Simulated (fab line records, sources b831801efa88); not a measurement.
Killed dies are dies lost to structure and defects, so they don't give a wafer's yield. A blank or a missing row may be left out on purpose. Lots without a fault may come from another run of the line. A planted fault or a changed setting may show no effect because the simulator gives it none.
Tool commonality check | flow gf180mcu | 12 lots, 36 wafers sampled

WHY IT WAS OPENED
At GF_V3_CD_MEAS_14 the reading cd_nm is flagged on 2 of 12 lots. Wafers without a fault read 259.9 nm, standard deviation 1.4.
Rule: a lot is flagged when every wafer of it that has a number lies more than 4 standard deviations from that mean, or none has a number. The other lots count as sound.

lot  | measured     | on        | cd_nm (nm), wafer by wafer | flag
L376 | day 22 16:59 | cd_sem-01 | 258.9 258.9 259.9          |
L377 | day 23 07:16 | cd_sem-02 | 262.2 261.7 262.2          |
L378 | day 23 11:26 | cd_sem-02 | 260.3 258.5 259.5          |
L379 | day 23 21:15 | cd_sem-02 | 259.3 259.8 259.4          |
L380 | day 24 06:46 | cd_sem-02 | 258.6 260.1 257.7          |
L381 | day 24 09:04 | cd_sem-01 | 260.8 260.1 260.0          |
L388 | day 26 16:25 | cd_sem-02 | 262.1 262.2 261.0          |
L389 | day 27 04:14 | cd_sem-02 | 269.0 269.3 270.3          | FLAGGED
L390 | day 27 10:10 | cd_sem-01 | 272.6 271.8 271.6          | FLAGGED
L392 | day 28 01:33 | cd_sem-02 | 260.9 258.7 259.8          |
L394 | day 28 15:38 | cd_sem-01 | 257.8 257.2 256.9          |
L395 | day 28 23:26 | cd_sem-01 | 260.1 259.9 258.9          |
The numbers of the flagged lots are 270.8 nm on average: +10.9 nm against the usual, or +8 standard deviations.

WHICH TOOL RAN EACH LOT
The record holds 3 process steps before the reading, out of a route of 602 steps. In each cell: the tool, then ch and the chambers that the sampled wafers went through, then the start.
lot  | flag    | GF_M3_SPUTTER_01             | GF_M3_STRIP_17                       | GF_V3_PEB_12
L376 |         | pvd_sputter-02, day 20 15:29 | plasma_asher-01 ch 0, day 21 15:20   | litho_track-04 ch 0, day 22 16:40
L377 |         | pvd_sputter-01, day 21 06:47 | plasma_asher-02 ch 0,1, day 22 07:04 | litho_track-01 ch 0, day 23 06:57
L378 |         | pvd_sputter-02, day 21 12:02 | plasma_asher-03 ch 0,1, day 22 11:47 | litho_track-04 ch 0, day 23 11:04
L379 |         | pvd_sputter-03, day 21 22:03 | plasma_asher-03 ch 0,1, day 22 21:47 | litho_track-01 ch 0, day 23 20:54
L380 |         | pvd_sputter-03, day 22 08:32 | plasma_asher-02 ch 0,1, day 23 07:26 | litho_track-04 ch 0, day 24 06:25
L381 |         | pvd_sputter-01, day 22 10:34 | plasma_asher-01 ch 0,1, day 23 09:41 | litho_track-04 ch 0, day 24 08:43
L388 |         | pvd_sputter-02, day 24 21:04 | plasma_asher-01 ch 0,1, day 25 18:47 | litho_track-01 ch 0, day 26 16:06
L389 | FLAGGED | pvd_sputter-03, day 25 09:39 | plasma_asher-03 ch 0,1, day 26 06:38 | litho_track-04 ch 0, day 27 03:55
L390 | FLAGGED | pvd_sputter-02, day 25 16:35 | plasma_asher-03 ch 0,1, day 26 12:56 | litho_track-04 ch 0, day 27 09:49
L392 |         | pvd_sputter-02, day 26 07:36 | plasma_asher-02 ch 0,1, day 27 04:22 | litho_track-03 ch 0, day 28 01:14
L394 |         | pvd_sputter-02, day 26 21:14 | plasma_asher-03 ch 0,1, day 27 18:04 | litho_track-03 ch 0, day 28 15:17
L395 |         | pvd_sputter-03, day 27 06:19 | plasma_asher-01 ch 1, day 28 03:17   | litho_track-03 ch 0, day 28 23:05
What these steps do:
- GF_M3_SPUTTER_01: material TiN, target thk 30 nm, time 25 s.
- GF_M3_STRIP_17: strips in O2/N2.
- GF_V3_PEB_12: peb time 90 s.
- GF_V3_CD_MEAS_14: target cd 260 nm.

FLAGGED OVER TOTAL, TOOL BY TOOL (the gauges that took the reading come last)
step             | tool            | lots run | flagged | share of the flagged lots | sound lots run after its first flagged lot
GF_M3_SPUTTER_01 | pvd_sputter-01  | 2        | 0       | none                      | -
GF_M3_SPUTTER_01 | pvd_sputter-02  | 6        | 1       | some                      | 2 (L392,L394)
GF_M3_SPUTTER_01 | pvd_sputter-03  | 4        | 1       | some                      | 1 (L395)
GF_M3_STRIP_17   | plasma_asher-01 | 4        | 0       | none                      | -
GF_M3_STRIP_17   | plasma_asher-02 | 3        | 0       | none                      | -
GF_M3_STRIP_17   | plasma_asher-03 | 5        | 2       | all                       | 1 (L394)
GF_V3_PEB_12     | litho_track-01  | 3        | 0       | none                      | -
GF_V3_PEB_12     | litho_track-03  | 3        | 0       | none                      | -
GF_V3_PEB_12     | litho_track-04  | 6        | 2       | all                       | 0
GF_V3_CD_MEAS_14 | cd_sem-01       | 5        | 1       | some                      | 2 (L394,L395)
GF_V3_CD_MEAS_14 | cd_sem-02       | 7        | 1       | some                      | 1 (L392)

WHAT THE TABLE ALLOWS
2 rows of the table ran every flagged lot: plasma_asher-03 at GF_M3_STRIP_17, litho_track-04 at GF_V3_PEB_12.
- plasma_asher-03 at GF_M3_STRIP_17: 2 of its 5 lots flagged. Sound lots ran on it after the first flagged one (L394), which a lasting fault on the whole tool wouldn't allow.
- litho_track-04 at GF_V3_PEB_12: 2 of its 6 lots flagged. Its last sound lot is L381 (day 24 08:43), its first flagged lot L389 (day 27 03:55): a fault that began between those two fits. Its own readings lie more than 4 standard deviations out on every wafer of the flagged lots: heater_power_total_W, plate_temp_C.
One tool is left: litho_track-04 at GF_V3_PEB_12.

WHAT THE SIMULATOR HAD PUT IN
Process parameter drift: litho_track-04, from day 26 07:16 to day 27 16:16, at GF_V3_PEB_12. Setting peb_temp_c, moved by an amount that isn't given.
Lots struck among those shown: L389, L390. The rule above found the same.
